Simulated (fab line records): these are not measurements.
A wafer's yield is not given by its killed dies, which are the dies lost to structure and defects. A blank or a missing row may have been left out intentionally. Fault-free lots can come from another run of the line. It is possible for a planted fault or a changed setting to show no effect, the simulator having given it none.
Problem report in the 8D (eight disciplines) form, filled by code -- flow gf180mcu -- the parts of the form that need people (team, actions taken, sign-off) are left out

## 1. THE ISSUE
V4_CVD_02_THK at GF_V4_THK_MEAS_03 reads a mean of 763 nm on 1 wafer of 1 lot; wafers without a fault read 846 nm with a standard deviation of 11. Measured from the usual mean, that is -7.5 standard deviations.
The first sign was on wafer L696.6 at day 29 20:04, on filmMetro-04. The record holds 32 wafers of 11 lots with a number at this step. Rule for "out" (also "out of limits"): further than 4 standard deviations from the usual mean. All remaining wafers that have a number are taken as sound.

## 2. WHAT IT IS; WHAT IT IS NOT
question,is,is not
which readings at this step,V4_CVD_02_THK,-
which lots,L696,"L679, L681, L686, L687, L688, L689, L690, L691, L692, L701"
which wafers of those lots,L696.6,L696.2
read on which gauges,filmMetro-04,"filmMetro-01, filmMetro-03"
when,from day 29 20:04,up to then (28 sound wafers); but 3 sound wafers of L701 came after

## 3. WHAT RULES OUT EACH SUSPECT
Counting: if a tool at a process step up to the reading ran every lot that is out, it stays a suspect. Sound lots after the first of them don't rule it out here, since some wafers of a struck lot are sound.
- ruled out: the gauge at GF_V4_THK_MEAS_03. All the wafers that are out were read on filmMetro-04, but those of them that GF_V4_CMP_04 has rows for are out there too, on other tools.
- plasmaAsher-02 at GF_M3_STRIP_17 (strips in O2/N2): kept. L696, the lot that is out, went through it at day 28 01:29; up to then, the latest sound lot through it was L692 at day 26 07:01.
- pecvd-04 at GF_V4_CVD_02 (deposits SiO2 from TEOS, target thk 850 nm, time 94.851 s): kept. L696, the lot that is out, went through it at day 29 19:59; up to then, the latest sound lot through it was L692 at day 28 02:35.
- At GF_M3_STRIP_17 on plasmaAsher-02, chamber 1 took the sound wafers of the same lots and chamber 0 took the wafers that are out.
After counting, plasmaAsher-02 at GF_M3_STRIP_17 and pecvd-04 at GF_V4_CVD_02 remain.

## 4. THE CAUSE (what the simulator had put in)
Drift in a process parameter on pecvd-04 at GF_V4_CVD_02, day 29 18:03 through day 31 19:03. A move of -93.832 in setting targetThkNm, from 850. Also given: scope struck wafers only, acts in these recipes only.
Of the 2 suspects that counting leaves, this tool is one.

## 5. SEQUENCE OF EFFECTS, ordered by route
Each row: a reading where the mean over the struck wafers with a number is more than 3 standard deviations away from the usual. Readings are gone through only where the record gives a usual standard deviation; hours: the median, over the lots, of the time from a lot's start at the first step in this table giving one to that lot's start at this step; sigmas: the change measured in usual standard deviations.
hours,step,reading,usual,on struck wafers,change,sigmas
0,GF_V4_THK_MEAS_03,V4_CVD_02_THK,846 nm,763,-83,-7.5
0,GF_V4_CMP_04,timeToEndpointS,81 s,54,-27,-5.0
The process steps in it:
- GF_V4_CMP_04: polishes SiO2.

## 6. HOW IT WOULD HAVE BEEN CAUGHT EARLIER
The first out-of-limits reading at a measuring or inspecting step in this record came at day 29 20:04, 2 hours after the fault's start at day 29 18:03.
An alarm limit of 4 standard deviations would not have fired on the tool readings at GF_V4_CVD_02 for which the record gives a usual standard deviation, since none of them was out on any struck wafer.
Lots out: 1; all had begun GF_V4_CVD_02 on pecvd-04 by day 29 20:04. Tool hold at that time: it would have spared none of them.
